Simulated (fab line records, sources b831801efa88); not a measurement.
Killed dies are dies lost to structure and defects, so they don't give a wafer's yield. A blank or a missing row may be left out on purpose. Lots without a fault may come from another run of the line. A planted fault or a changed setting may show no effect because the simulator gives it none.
Which tool did it? | flow gf180mcu | 14 lots, 42 wafers sampled, at 5 steps of a route of 602

WHAT THE GAUGES READ, wafer by wafer
GF_POLY_GATE_CD_MEAS_10: target cd 280 nm.
lot  | measured     | on        | cd_nm (nm)
L145 | day 9 05:13  | cd_sem-02 | 279.2 279.1 279.0
L146 | day 9 14:19  | cd_sem-02 | 280.7 280.7 281.3
L147 | day 9 22:28  | cd_sem-02 | 280.1 280.4 279.9
L148 | day 10 04:12 | cd_sem-01 | 280.9 279.9 280.4
L149 | day 10 12:22 | cd_sem-01 | 281.4 279.4 279.5
L150 | day 10 23:29 | cd_sem-01 | 280.0 280.3 280.2
L153 | day 11 16:08 | cd_sem-02 | 281.5 282.4 282.5
L157 | day 12 20:48 | cd_sem-02 | 285.2 288.1 285.7
L159 | day 13 15:02 | cd_sem-01 | 285.6 286.3 286.4
L160 | day 13 23:16 | cd_sem-02 | 281.8 281.9 282.7
L163 | day 14 17:19 | cd_sem-02 | 279.0 279.8 280.3
L164 | day 15 00:13 | cd_sem-01 | 278.0 278.5 279.1
L167 | day 15 20:06 | cd_sem-02 | 281.5 281.8 280.3
L168 | day 16 03:23 | cd_sem-02 | 280.6 279.6 279.3

GF_V1_THK_MEAS_01.
lot  | measured     | on            | V1_CVD_00_THK (nm)
L145 | day 17 04:29 | film_metro-01 | 602 602 591
L146 | day 17 16:35 | film_metro-04 | 614 597 599
L147 | day 18 05:10 | film_metro-02 | 598 588 601
L148 | day 18 14:31 | film_metro-01 | 603 600 596
L149 | day 18 22:11 | film_metro-01 | 604 603 602
L150 | day 19 12:29 | film_metro-01 | 597 595 601
L153 | day 20 12:01 | film_metro-01 | 601 601 607
L157 | day 21 21:39 | film_metro-02 | 604 594 605
L159 | day 22 16:29 | film_metro-04 | 601 596 594
L160 | day 23 01:44 | film_metro-02 | 596 606 601
L163 | day 23 23:14 | film_metro-02 | 602 604 608
L164 | day 24 03:27 | film_metro-04 | 596 598 596
L167 | day 25 05:16 | film_metro-01 | 587 589 597
L168 | day 25 09:39 | film_metro-02 | 596 593 605

GF_V1_THK_MEAS_03.
lot  | measured     | on            | V1_CVD_02_THK (nm)
L145 | day 17 04:40 | film_metro-01 | 858 854 850
L146 | day 17 16:43 | film_metro-01 | 830 843 861
L147 | day 18 05:17 | film_metro-04 | 848 846 858
L148 | day 18 14:38 | film_metro-02 | 850 841 860
L149 | day 18 22:19 | film_metro-02 | 854 865 877
L150 | day 19 12:37 | film_metro-02 | 856 853 868
L153 | day 20 12:08 | film_metro-01 | 842 869 856
L157 | day 21 21:47 | film_metro-04 | 851 865 866
L159 | day 22 16:37 | film_metro-02 | 854 852 863
L160 | day 23 01:52 | film_metro-02 | 860 865 860
L163 | day 23 23:22 | film_metro-02 | 861 845 863
L164 | day 24 03:35 | film_metro-02 | 855 864 866
L167 | day 25 05:23 | film_metro-02 | 848 839 832
L168 | day 25 09:47 | film_metro-01 | 852 856 862

GF_V1_OVL_MEAS_15.
lot  | measured     | on         | V1_OVL (nm)
L145 | day 18 04:34 | overlay-02 | 1 -3 -9
L146 | day 18 17:22 | overlay-02 | -6 -10 -3
L147 | day 19 06:41 | overlay-01 | -2 6 -5
L148 | day 19 15:25 | overlay-01 | -13 -1 -11
L149 | day 19 23:40 | overlay-02 | 4 -3 0
L150 | day 20 13:41 | overlay-02 | -3 3 2
L153 | day 21 13:04 | overlay-01 | -7 -2 -2
L157 | day 22 22:41 | overlay-02 | -7 1 -2
L159 | day 23 16:05 | overlay-02 | -8 2 1
L160 | day 24 01:27 | overlay-01 | 3 -4 6
L163 | day 24 22:15 | overlay-02 | 5 1 3
L164 | day 25 02:02 | overlay-01 | -7 6 -4
L167 | day 26 03:14 | overlay-02 | -13 -9 -17
L168 | day 26 07:23 | overlay-02 | 10 7 12

WHICH TOOL RAN EACH LOT (tool, then ch and the chambers of the sampled wafers, then the start)
lot  | GF_POLY_GATE_EXPOSE_07
L145 | krf_scanner-02 ch 0, day 8 20:49
L146 | krf_scanner-01 ch 0, day 9 06:11
L147 | krf_scanner-02 ch 0, day 9 13:39
L148 | krf_scanner-01 ch 0, day 9 19:44
L149 | krf_scanner-02 ch 0, day 10 02:53
L150 | krf_scanner-01 ch 0, day 10 14:31
L153 | krf_scanner-02 ch 0, day 11 06:51
L157 | krf_scanner-01 ch 0, day 12 10:35
L159 | krf_scanner-01 ch 0, day 13 05:22
L160 | krf_scanner-02 ch 0, day 13 13:11
L163 | krf_scanner-02 ch 0, day 14 06:50
L164 | krf_scanner-02 ch 0, day 14 13:36
L167 | krf_scanner-02 ch 0, day 15 09:46
L168 | krf_scanner-02 ch 0, day 15 17:02
- GF_POLY_GATE_EXPOSE_07: exposes mask Poly2, target cd 280 nm.

WHAT THE TOOLS THEMSELVES READ (means of the sampled wafers that have a number; where no wafer has one, the mark that the record gives instead)
GF_POLY_GATE_EXPOSE_07.
lot  | tool           | exposure_dose_mJ_cm2
L145 | krf_scanner-02 | 27.995
L146 | krf_scanner-01 | 27.969
L147 | krf_scanner-02 | 27.986
L148 | krf_scanner-01 | 27.986
L149 | krf_scanner-02 | 27.980
L150 | krf_scanner-01 | 27.974
L153 | krf_scanner-02 | 27.935
L157 | krf_scanner-01 | 26.757
L159 | krf_scanner-01 | 26.940
L160 | krf_scanner-02 | 27.977
L163 | krf_scanner-02 | 27.986
L164 | krf_scanner-02 | 27.983
L167 | krf_scanner-02 | 27.997
L168 | krf_scanner-02 | 27.959

THE ANSWER, worked out from the rows above alone
Rule: what is usual is taken from the lots themselves. Put in order of their means at a reading, lots are off if they are a third of the lots or fewer, leave a main group of 4 or more, and stand apart from it by a gap of 3 or more times the standard deviation of the main group's means; of several such gaps the widest counts. A main group whose means are all the same, to the digits that the tables above print for the reading, isn't used. A lot without any number at a reading at which 4 lots or more have one is off too. The other lots that the step has rows for count as sound. The gauges are gone through in route order, then the tools' own readings, and for those a lot's mean is taken as printed above. The first step at which some lot is off is used, and at that step the reading that is off furthest; a lot without a number counts as furthest.
Off: L157, L159, at GF_POLY_GATE_CD_MEAS_10 (cd_nm). The main group: mean 280.4 nm, standard deviation 1.
A tool fits if, at a process step before that reading, it ran every lot that is off, and no sound lot after the first of them. The gauges at GF_POLY_GATE_CD_MEAS_10 aren't tried: what is off there is off at GF_POLY_GATE_EXPOSE_07 too, on other tools, and a gauge's error can't cause that. One fits: krf_scanner-01 at GF_POLY_GATE_EXPOSE_07. Its last sound lot is L150 (day 10 14:31), its first lot that is off L157 (day 12 10:35): a fault that began between those two fits.
The tool's own readings at GF_POLY_GATE_EXPOSE_07 bear it out: on the lots that are off they differ by more than 5 times the standard deviation of the sound lots' means. exposure_dose_mJ_cm2 reads 26.849 there against 27.977 on the sound lots.

WHAT THE SIMULATOR HAD PUT IN
Process parameter drift: krf_scanner-01, from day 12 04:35 on, at GF_POLY_GATE_EXPOSE_07. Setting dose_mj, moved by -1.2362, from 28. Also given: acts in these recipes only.
Lots struck among those shown: L157, L159. The rule above found the same.
